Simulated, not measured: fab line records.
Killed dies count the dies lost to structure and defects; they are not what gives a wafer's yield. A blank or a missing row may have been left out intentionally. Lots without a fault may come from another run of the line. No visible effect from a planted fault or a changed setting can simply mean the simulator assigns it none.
Which tool did it? | flow gf180mcu | Sampling: 12 lots, 36 wafers, 6 of 602 route steps

== WHAT THE GAUGES SHOWED, per wafer ==
GF_HV_LDD_TW_MEAS_11. Usual: HV_LDD_TW gives 2424 (standard deviation 15).
lot  | measured     | on            | HV_LDD_TW      | flag
L392 | day 10 03:25 | film-metro-04 | 2442 2450 2440 |
L393 | day 10 07:49 | film-metro-03 | 2416 2424 2436 |
L394 | day 10 20:38 | film-metro-02 | 2428 2405 2416 |
L397 | day 11 14:47 | film-metro-02 | 2422 2412 2432 |
L398 | day 12 02:17 | film-metro-03 | 2406 2418 2419 |
L403 | day 13 15:10 | film-metro-04 | 2419 2423 2426 |
L405 | day 14 03:34 | film-metro-02 | 2424 2434 2424 |
L411 | day 15 23:59 | film-metro-03 | 2344 2309 2330 | OFF
L412 | day 16 09:16 | film-metro-03 | 2394 2409 2395 |
L413 | day 16 18:25 | film-metro-04 | 2447 2434 2442 |
L414 | day 16 23:01 | film-metro-04 | 2362 2365 2364 | OFF
L415 | day 17 02:57 | film-metro-02 | 2435 2434 2426 |

GF_HV_LDD_RS_MEAS_53: measures by four-point-probe. Usual: HV_LDD_RS gives 417.3 ohm/sq (standard deviation 0.9).
lot  | measured     | on            | HV_LDD_RS (ohm/sq) | flag
L392 | day 12 12:41 | film-metro-02 | 417.5 417.0 417.3  |
L393 | day 12 16:55 | film-metro-03 | 417.6 417.4 416.8  |
L394 | day 13 08:09 | film-metro-04 | 417.7 418.3 416.9  |
L397 | day 14 04:05 | film-metro-04 | 416.8 416.9 417.1  |
L398 | day 14 16:04 | film-metro-03 | 417.0 416.1 416.5  |
L403 | day 16 07:02 | film-metro-04 | 417.3 416.8 417.6  |
L405 | day 16 22:17 | film-metro-04 | 418.0 419.0 417.8  |
L411 | day 18 22:22 | film-metro-03 | 438.2 438.2 438.8  | OFF
L412 | day 19 07:44 | film-metro-04 | 417.8 417.6 418.8  |
L413 | day 19 19:46 | film-metro-02 | 418.2 417.4 418.0  |
L414 | day 19 23:07 | film-metro-03 | 439.5 439.4 439.6  | OFF
L415 | day 20 04:17 | film-metro-03 | 416.5 417.5 416.8  |

GF_V3_THK_MEAS_01. Usual: V3_CVD_00_THK gives 602 nm (standard deviation 8.6).
lot  | measured     | on            | V3_CVD_00_THK (nm) | flag
L392 | day 21 12:59 | film-metro-03 | 604 598 604        |
L393 | day 21 20:03 | film-metro-02 | 608 615 609        |
L394 | day 22 13:59 | film-metro-03 | 622 608 613        |
L397 | day 23 08:37 | film-metro-03 | 613 595 605        |
L398 | day 23 22:46 | film-metro-03 | 585 595 586        |
L403 | day 25 16:44 | film-metro-01 | 600 603 594        |
L405 | day 26 04:37 | film-metro-03 | 592 595 609        |
L411 | day 27 23:38 | film-metro-02 | 597 591 597        |
L412 | day 28 05:56 | film-metro-03 | 605 608 617        |
L413 | day 28 16:29 | film-metro-03 | 619 613 605        |
L414 | day 28 17:44 | film-metro-02 | 599 599 591        |
L415 | day 28 22:11 | film-metro-02 | 598 589 604        |

== TOOL THAT RAN EACH LOT (tool first, then ch and the chambers of the sampled wafers, then the start) ==
lot  | GF_HV_LDD_IMPLANT_09            | GF_V2_CMP_04                  | GF_M3_STRIP_17
L392 | implanter-02 ch 0, day 10 03:10 | cmp-01 ch 0,1,3, day 19 09:00 | plasma-asher-01 ch 0,1, day 21 12:22
L393 | implanter-02 ch 0, day 10 07:34 | cmp-02 ch 0,1,3, day 19 16:31 | plasma-asher-03 ch 0,1, day 21 19:27
L394 | implanter-01 ch 0, day 10 20:23 | cmp-02 ch 0,1,3, day 20 10:29 | plasma-asher-01 ch 0,1, day 22 12:59
L397 | implanter-01 ch 0, day 11 14:32 | cmp-01 ch 0,1,2, day 21 06:43 | plasma-asher-03 ch 0,1, day 23 08:00
L398 | implanter-03 ch 0, day 12 02:02 | cmp-01 ch 0,1, day 21 22:40   | plasma-asher-03 ch 0,1, day 23 22:10
L403 | implanter-01 ch 0, day 13 14:56 | cmp-01 ch 0,1, day 23 15:31   | plasma-asher-01 ch 0,1, day 25 16:07
L405 | implanter-02 ch 0, day 14 03:19 | cmp-01 ch 1,2,3, day 24 07:25 | plasma-asher-03 ch 0,1, day 26 03:58
L411 | implanter-01 ch 0, day 15 23:44 | cmp-02 ch 0,2,3, day 26 03:26 | plasma-asher-01 ch 0,1, day 27 23:01
L412 | implanter-03 ch 0, day 16 09:02 | cmp-01 ch 0,1,3, day 26 11:25 | plasma-asher-03 ch 0,1, day 28 05:17
L413 | implanter-02 ch 0, day 16 18:10 | cmp-02 ch 1,2, day 26 22:02   | plasma-asher-03 ch 0,1, day 28 15:53
L414 | implanter-01 ch 0, day 16 22:47 | cmp-02 ch 0,1, day 26 22:38   | plasma-asher-03 ch 0,1, day 28 17:09
L415 | implanter-02 ch 0, day 17 02:43 | cmp-01 ch 1,2, day 27 03:40   | plasma-asher-02 ch 0,1, day 28 21:34
- GF_HV_LDD_IMPLANT_09
- GF_V2_CMP_04: polishes SiO2.
- GF_M3_STRIP_17: strips in O2/N2.

== AS READ BY THE TOOLS THEMSELVES (means over the sampled wafers that have a number; for cases with no such wafer, the mark the record gives instead) ==
GF_HV_LDD_IMPLANT_09. Usual: dose-ions-cm2 1.0001e+14, standard deviation 1.1e+11; faraday-current-uA 566, standard deviation 9.6.
lot  | tool         | dose-ions-cm2 | faraday-current-uA | flag
L392 | implanter-02 | 1.0006e+14    | 561                |
L393 | implanter-02 | 1.0009e+14    | 574                |
L394 | implanter-01 | 9.9943e+13    | 568                |
L397 | implanter-01 | 1.0006e+14    | 567                |
L398 | implanter-03 | 1.0003e+14    | 566                |
L403 | implanter-01 | 9.9910e+13    | 563                |
L405 | implanter-02 | 9.9987e+13    | 564                |
L411 | implanter-01 | 8.9210e+13    | 515                | OFF
L412 | implanter-03 | 9.9880e+13    | 572                |
L413 | implanter-02 | 9.9910e+13    | 569                |
L414 | implanter-01 | 8.9340e+13    | 496                | OFF
L415 | implanter-02 | 1.0008e+14    | 561                |

GF_V2_CMP_04. Usual: motor-current-A 12.1 A, standard deviation 1.1; slurry-filter-dp-kPa 13.49 kPa, standard deviation 0.14; time-to-endpoint-s 83 s, standard deviation 5.7.
lot  | tool   | motor-current-A (A) | slurry-filter-dp-kPa (kPa) | time-to-endpoint-s (s) | flag
L392 | cmp-01 | 12.2                | 13.50                      | 80                     |
L393 | cmp-02 | 11.7                | 13.41                      | 77                     |
L394 | cmp-02 | 11.6                | 13.51                      | 82                     |
L397 | cmp-01 | 12.5                | 13.51                      | 79                     |
L398 | cmp-01 | 11.4                | 13.45                      | 84                     |
L403 | cmp-01 | 12.4                | 13.40                      | 84                     |
L405 | cmp-01 | 12.1                | 13.28                      | 86                     |
L411 | cmp-02 | 10.9                | 13.46                      | 84                     |
L412 | cmp-01 | 12.2                | 13.55                      | 84                     |
L413 | cmp-02 | 11.8                | 13.65                      | 89                     |
L414 | cmp-02 | 12.6                | 13.52                      | 89                     |
L415 | cmp-01 | 11.8                | 13.48                      | 87                     |

GF_M3_STRIP_17. Usual: chamber-pressure-mTorr 1500.1 mTorr, standard deviation 1.4; drypump-motor-current-A 5.7 A, standard deviation 0.39; heater-power-w 352 W, standard deviation 27; oes-product-au 0.536 a.u., standard deviation 0.0052; strip-time-to-endpoint-s 7.37 s, standard deviation 0.057.
lot  | tool            | chamber-pressure-mTorr (mTorr) | drypump-motor-current-A (A) | heater-power-w (W) | oes-product-au (a.u.) | strip-time-to-endpoint-s (s) | flag
L392 | plasma-asher-01 | 1499.9                         | 5.5                         | 346                | 0.538                 | 7.29                         |
L393 | plasma-asher-03 | 1499.3                         | 5.9                         | 354                | 0.536                 | 7.36                         |
L394 | plasma-asher-01 | 1499.8                         | 5.5                         | 348                | 0.535                 | 7.40                         |
L397 | plasma-asher-03 | 1499.8                         | 5.9                         | 367                | 0.539                 | 7.38                         |
L398 | plasma-asher-03 | 1500.3                         | 5.9                         | 363                | 0.528                 | 7.28                         |
L403 | plasma-asher-01 | 1501.2                         | 5.5                         | 348                | 0.536                 | 7.39                         |
L405 | plasma-asher-03 | 1501.5                         | 5.9                         | 367                | 0.540                 | 7.38                         |
L411 | plasma-asher-01 | 1500.0                         | 5.3                         | 380                | 0.541                 | 7.43                         |
L412 | plasma-asher-03 | 1498.8                         | 5.9                         | 357                | 0.538                 | 7.37                         |
L413 | plasma-asher-03 | 1500.3                         | 5.7                         | 354                | 0.540                 | 7.41                         |
L414 | plasma-asher-03 | 1501.2                         | 5.7                         | 358                | 0.534                 | 7.29                         |
L415 | plasma-asher-02 | 1500.9                         | 5.6                         | 330                | 0.530                 | 7.26                         |

== THE ANSWER, worked out from the rows above alone ==
Rule: a lot counts as off when the mean over its wafers that have a number is more than 3 standard deviations away from the usual mean. Also off: a lot with no number at a reading for which 4 or more lots have one. All remaining lots with rows at the step are treated as sound. After the gauges, taken in route order, come the tools' own readings; for these a lot's mean is taken, as printed above. At the first step where some lot is off, the reading lying furthest off is the one used; lots without a number count as furthest.
Off: L411, L414, seen at GF_HV_LDD_TW_MEAS_11 (HV_LDD_TW).
A tool fits if, at a process step before that reading, it ran every lot that is off, and no sound lot after the first of them. The gauges at GF_HV_LDD_TW_MEAS_11 aren't tried: what is off there is off at GF_HV_LDD_IMPLANT_09 too, on other tools, and a gauge's error can't cause that. One candidate fits, namely implanter-01 at GF_HV_LDD_IMPLANT_09. A fault onset in the window from L403 (day 13 14:56, its last sound lot) to L411 (day 15 23:44, its first lot off) fits.
The tool's own readings at GF_HV_LDD_IMPLANT_09 bear it out: on the lots that are off they differ by more than 5 times the standard deviation of the sound lots' means. dose-ions-cm2 reads 8.9275e+13 there against 9.9995e+13 on the sound lots; faraday-current-uA reads 506 there against 566 on the sound lots.

== WHAT THE SIMULATOR PUT IN ==
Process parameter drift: implanter-01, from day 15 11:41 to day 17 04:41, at GF_HV_LDD_IMPLANT_09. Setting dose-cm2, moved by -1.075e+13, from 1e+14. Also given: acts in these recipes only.
Lots struck among those shown: L411, L414. Same finding as the rule above.
